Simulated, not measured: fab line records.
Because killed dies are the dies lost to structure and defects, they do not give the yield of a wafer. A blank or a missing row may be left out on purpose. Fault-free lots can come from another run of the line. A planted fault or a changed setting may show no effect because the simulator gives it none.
Which of the tools did it? + flow sky130 + 30 wafers from 10 lots sampled at 4 of the route's 708 steps

## WHAT THE GAUGES SHOWED, per wafer
SKY_SD_P_TW_MEAS_11.
| lot  | measured     | on            | SD_P_TW                       |
|------|--------------|---------------|-------------------------------|
| L442 | day 28 08:27 | film metro-01 | 2832 2817 2826                |
| L443 | day 28 09:30 | film metro-03 | 2955 2949 2971 2971 2968 2954 |
| L444 | day 28 21:21 | film metro-01 | 2806 2808 2810                |
| L446 | day 29 01:13 | film metro-01 | 2817 2802 2806                |
| L445 | day 29 02:25 | film metro-03 | 2968 2964 2963 2965 2964 2971 |
| L447 | day 29 05:58 | film metro-01 | 2927 2935 2936 2937 2937 2934 |
| L448 | day 29 06:16 | film metro-02 | 2817 2820 2824                |
| L455 | day 32 02:36 | film metro-02 | 2806 2816 2820                |
| L460 | day 32 22:04 | film metro-03 | 2848 2828 2860                |
| L459 | day 33 02:04 | film metro-01 | 2819 2821 2817                |

## EACH LOT AND THE TOOL THAT RAN IT (in order: tool; ch and the chambers of the sampled wafers; start)
| lot  | SKY_LDD_HVP_STRIP_09                 | SKY_SD_P_IMPLANT_09             | SKY_SD_P_STRIP_10                    |
|------|--------------------------------------|---------------------------------|--------------------------------------|
| L442 | plasma asher-03 ch 0,1, day 24 15:08 | implanter-04 ch 0, day 28 08:12 | plasma asher-04 ch 0, day 28 08:21   |
| L443 | plasma asher-03 ch 0,1, day 24 16:02 | implanter-04 ch 0, day 28 09:15 | plasma asher-03 ch 0,1, day 28 09:24 |
| L444 | plasma asher-04 ch 0,1, day 25 04:35 | implanter-02 ch 0, day 28 21:06 | plasma asher-03 ch 0,1, day 28 21:15 |
| L446 | plasma asher-01 ch 0,1, day 25 08:32 | implanter-03 ch 0, day 29 00:58 | plasma asher-03 ch 0,1, day 29 01:06 |
| L445 | plasma asher-04 ch 0,1, day 25 11:22 | implanter-04 ch 0, day 29 02:11 | plasma asher-02 ch 0,1, day 29 02:19 |
| L447 | plasma asher-01 ch 0,1, day 25 11:40 | implanter-04 ch 0, day 29 05:43 | plasma asher-03 ch 0,1, day 29 05:52 |
| L448 | plasma asher-04 ch 0,1, day 25 12:53 | implanter-03 ch 0, day 29 06:01 | plasma asher-04 ch 0,1, day 29 06:10 |
| L455 | plasma asher-04 ch 0,1, day 28 13:32 | implanter-04 ch 0, day 32 02:21 | plasma asher-02 ch 0,1, day 32 02:30 |
| L460 | plasma asher-01 ch 0,1, day 29 10:10 | implanter-02 ch 0, day 32 21:50 | plasma asher-02 ch 0,1, day 32 21:58 |
| L459 | plasma asher-04 ch 0,1, day 29 13:01 | implanter-04 ch 0, day 33 01:51 | plasma asher-04 ch 0,1, day 33 01:59 |
- SKY_LDD_HVP_STRIP_09: strips in O2/N2.
- SKY_SD_P_IMPLANT_09
- SKY_SD_P_STRIP_10: strips in O2/N2.

## THE ANSWER, worked out from the rows above alone
Rule: usual is defined by the lots themselves. Put in order of their means at a reading, lots are off if they are a third of the lots or fewer, leave a main group of 4 or more, and stand apart from it by a gap of 3 or more times the standard deviation of the main group's means; of several such gaps the widest counts. If all means in a main group match to the digits the tables above print for the reading, that group is not used. A lot without any number at a reading at which 4 lots or more have one is off too. Any other lot the step has rows for is counted as sound.
Off: L443, L445, L447, at SKY_SD_P_TW_MEAS_11 (SD_P_TW). Main group: mean 2820, sd 12.
A tool fits if, at a process step before that reading, it ran every lot that is off, and no sound lot after the first of them. Gauges at SKY_SD_P_TW_MEAS_11: tried the same way as those tools. None of those tried fits.

## WHAT THE SIMULATOR HAD INSERTED
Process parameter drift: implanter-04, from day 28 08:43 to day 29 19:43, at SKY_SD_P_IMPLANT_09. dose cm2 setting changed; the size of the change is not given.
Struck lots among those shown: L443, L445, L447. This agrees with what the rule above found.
